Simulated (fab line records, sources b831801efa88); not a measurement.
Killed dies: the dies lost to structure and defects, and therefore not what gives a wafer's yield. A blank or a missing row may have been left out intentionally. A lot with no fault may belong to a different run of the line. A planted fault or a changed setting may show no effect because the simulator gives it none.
A struck lot beside a sound one + flow sky130 + 44 out of 708 route steps
Sound: wafers L278.1, L278.5, L278.6. Struck: wafers L292.4, L292.5 (left out: L292.6, a lot-mate that was not struck); the cause follows at the end.
At each step with rows: each side's tool, then ch and its chambers, then its first start. Under that, the readings that differ: sound wafers + struck wafers + difference of the means + sigmas: that difference in standard deviations of wafers without a fault.
alike: readings whose means differ by less than 2 such deviations, and words and numbers that are the same on both sides. not compared: withheld readings, readings that some wafer has no value for, bounds like >300 that may hide the same value, and numbers for which the record gives no deviation and whose values overlap.
Wherever a step has rows on one side only, a row that says differs or no value, or a row with sigmas, the two part there. Non-overlapping numbers with no deviation appear without sigmas and do not part them. A reading that every wafer of one side lacks parts them only if that side has two wafers or more.

first, 2 steps without rows for these wafers: SKY_VIA3_CLEAN_18 (cleans in IPA, time 180 s); SKY_VIA3_CLEAN_19 (cleans in O3/DIW).
SKY_VIA3_SPUTTER_20: material TiN, target thk 20 nm, time 80 s.
  sound on pvdSputter-03, day 39 23:53; struck on pvdSputter-03, day 44 09:50
  alike: cathodeDcPowerW, throttleValvePct
then, 1 step without rows for these wafers: SKY_VIA3_CVD_21 (deposits W, target thk 390 nm, time 117.31 s).
SKY_VIA3_RS_MEAS_22: uses a four-point probe to measure.
  sound on filmMetro-02, day 40 00:04; struck on filmMetro-02, day 44 10:03
  alike: VIA3_W_RS
SKY_VIA3_THK_MEAS_23: measures by xrf.
  sound on filmMetro-02, day 40 00:11; struck on filmMetro-02, day 44 10:08
  alike: VIA3_W_THK
then, 3 steps without rows for these wafers: SKY_VIA3_CMP_24 (polishes, stops on SiO2, t overpolish 20 s, target thk 0 nm); SKY_METAL4_SPUTTER_00 (material Ti, target thk 15 nm, time 10 s); SKY_METAL4_SPUTTER_01 (material TiN, target thk 20 nm, time 16.7 s).
SKY_METAL4_SPUTTER_02: material AlCu, target thk 735 nm, time 39.1 s.
  sound on pvdSputter-04, day 40 00:36; struck on pvdSputter-01, day 44 10:44
  alike: cathodeDcPowerW, throttleValvePct
SKY_METAL4_SPUTTER_03: material Ti, target thk 5 nm, time 3.3 s.
  sound on pvdSputter-04, day 40 00:38; struck on pvdSputter-01, day 44 10:46
  alike: cathodeDcPowerW, throttleValvePct
then, 1 step without rows for these wafers: SKY_METAL4_SPUTTER_04 (material TiN, target thk 70 nm, time 58.3 s).
SKY_CAP2M_CVD_00: deposits SiO2, target thk 15.5 nm.
  sound on pecvd-04 ch 0,2, day 40 00:43; struck on pecvd-04 ch 2, day 44 10:50
| reading                               | sound            | struck      | difference | sigmas |
|---------------------------------------|------------------|-------------|------------|--------|
| model.SiO2_of_CAP2M_CVD_00.thkNm (nm) | 15.4 15.76 15.84 | 27.14 27.33 | +11.57     |        |
  alike: heaterPowerW
SKY_CAP2M_THK_MEAS_01:
  sound on filmMetro-04, day 40 00:44; struck on filmMetro-03, day 44 10:53
| reading               | sound             | struck      | difference | sigmas |
|-----------------------|-------------------|-------------|------------|--------|
| CAP2M_CVD_00_THK (nm) | 15.42 15.73 15.82 | 27.15 27.31 | +11.57     | +58    |
then, 1 step without rows for these wafers: SKY_CAP2M_SPUTTER_02 (material TiN, target thk 200 nm, time 166.7 s).
SKY_CAP2M_RS_MEAS_03: uses a four-point probe to measure.
  sound on filmMetro-04, day 40 00:54; struck on filmMetro-03, day 44 11:05
| reading               | sound          | struck    | difference | sigmas |
|-----------------------|----------------|-----------|------------|--------|
| CAP2M_TIN_RS (ohm/sq) | 7.02 6.98 6.95 | 6.82 6.90 | -0.12      | -2     |
SKY_CAP2M_THK_MEAS_04: measures by xrf.
  sound on filmMetro-04, day 40 01:01; struck on filmMetro-03, day 44 11:11
| reading            | sound             | struck      | difference | sigmas |
|--------------------|-------------------|-------------|------------|--------|
| CAP2M_TIN_THK (nm) | 199.5 199.8 200.3 | 207.5 204.7 | +6.2       | +3     |
then, 7 steps without rows for these wafers: SKY_CAP2M_DEHYDRATE_05 (time 60 s); SKY_CAP2M_HMDS_06 (prime time 60 s); SKY_CAP2M_COAT_07 (resist thk 1140 nm); SKY_CAP2M_SOFTBAKE_08 (time 60 s); SKY_CAP2M_EXPOSE_09 (exposes mask CAP2M, target cd 1000 nm); SKY_CAP2M_PEB_10; SKY_CAP2M_DEVELOP_11 (develop time 60 s).
SKY_CAP2M_OVL_MEAS_12:
  sound on overlay-01, day 41 00:46; struck on overlay-01, day 45 09:14
  alike: CAP2M_OVL
then, 1 step without rows for these wafers: SKY_CAP2M_METAL_ETCH_13 (etches TiN in Cl2/BCl3, stops on SiO2, target depth 220 nm, time 62.9 s).
SKY_CAP2M_STRIP_14: strips in O2/N2.
  sound on plasmaAsher-01 ch 0,1, day 41 00:53; struck on plasmaAsher-01 ch 0, day 45 09:22
  alike: drypumpMotorCurrentA, oesProductAu, stripTimeToEndpointS
  not compared: rfHoursCounterH
then, 11 steps without rows for these wafers: SKY_CAP2M_STRIP_15 (strips in post etch residue remover, time 1200 s); SKY_CAP2M_CLEAN_16 (cleans in IPA, time 180 s); SKY_CAP2M_CLEAN_17 (cleans in O3/DIW); SKY_METAL4_DEHYDRATE_05 (time 60 s); SKY_METAL4_HMDS_06 (prime time 60 s); SKY_METAL4_COAT_07 (resist thk 60 nm); SKY_METAL4_COAT_08 (resist thk 1140 nm); SKY_METAL4_SOFTBAKE_09 (time 90 s); SKY_METAL4_EXPOSE_10 (exposes mask MM4, target cd 300 nm); SKY_METAL4_PEB_11; SKY_METAL4_DEVELOP_12 (develop time 60 s).
SKY_METAL4_CD_MEAS_13: the cd target is 300 nm.
  sound on cdSem-02, day 42 01:52; struck on cdSem-02, day 46 07:46
  alike: cdNm
SKY_METAL4_OVL_MEAS_14:
  sound on overlay-02, day 42 01:59; struck on overlay-02, day 46 07:50
| reading         | sound     | struck | difference | sigmas |
|-----------------|-----------|--------|------------|--------|
| METAL4_OVL (nm) | -7 -11 -7 | 5 5    | +13        | +2     |
then, 1 step without rows for these wafers: SKY_METAL4_DESCUM_15 (chemistry O2, time 8 s).
SKY_METAL4_ETCH_16: etches BARC in N2/H2, stops on SiO2, time 88.2 s, target depth 60 nm.
  sound on rieMetal-04 ch 0,1, day 42 02:04; struck on rieMetal-04 ch 0, day 46 07:55
  alike: drypumpMotorCurrentA, oesProductAu, throttleValvePct
  not compared: rfHoursCounterH
SKY_METAL4_ETCH_17: etches SiO2 in C4F8/O2/Ar, stops on TiN, time 3.9 s, target depth 15 nm.
  sound on rieDiel-02 ch 0,1,3, day 42 02:11; struck on rieDiel-03 ch 2,3, day 46 07:59
| reading                 | sound             | struck      | difference | sigmas |
|-------------------------|-------------------|-------------|------------|--------|
| oesProductAu (a.u.)     | 0.747 0.757 0.766 | 0.991 0.984 | +0.231     | +34    |
| model.etch.depthNm (nm) | 15.4 15.76 15.84  | 24.94 24.95 | +9.28      |        |
  not compared: rfHoursCounterH
-- the record jumps here: 3 days lie between the struck wafers' starts before and after (it left off in module METAL4 and takes up again in module PAD_OPEN, whose first step shown is number 708 of the route) --
SKY_PAD_OPEN_PROBE_99:
  sound on prober-02, day 46 02:37; struck on prober-01, day 49 19:37
| reading                               | sound            | struck      | difference | sigmas |
|---------------------------------------|------------------|-------------|------------|--------|
| model.etest.tester.sortNPass          | 408 405 400      | 0 0         | -404       |        |
| model.etest.tester.sortYieldPct (%)   | 82.93 82.32 81.3 | 0 0         | -82        |        |
| model.etest.tester.sort_bin_3_pct (%) | 1.016 0.4065 0   | 87.55 84.33 | +85.47     |        |
| model.etest.liconPoly.short           | 0 0 0            | 1 1         | +1         |        |
| model.etest.pfet_01v8_hvt.short       | 0 0 0            | 1 1         | +1         |        |
| model.etest.capMim.short              | 0 0 0            | 1 1         | +1         |        |
| model.etest.sonosProgrammed.short     | 0 0 0            | 1 1         | +1         |        |
| model.etest.tipP.short                | 0 0 0            | 1 1         | +1         |        |
  alike: defectLimitedYield, killed_at_M0_to_M3, killed_at_M4_up, killedAtContacts, killedAtFrontEnd, killedAtOther, killedDies, killedOpen, killedShort

WHERE THEY PART
At SKY_CAP2M_THK_MEAS_01 first; at SKY_METAL4_ETCH_17 last (within this record only). Later steps at which nothing parts them and some readings are alike: SKY_PAD_OPEN_PROBE_99.

WHY: whatever the simulator had introduced
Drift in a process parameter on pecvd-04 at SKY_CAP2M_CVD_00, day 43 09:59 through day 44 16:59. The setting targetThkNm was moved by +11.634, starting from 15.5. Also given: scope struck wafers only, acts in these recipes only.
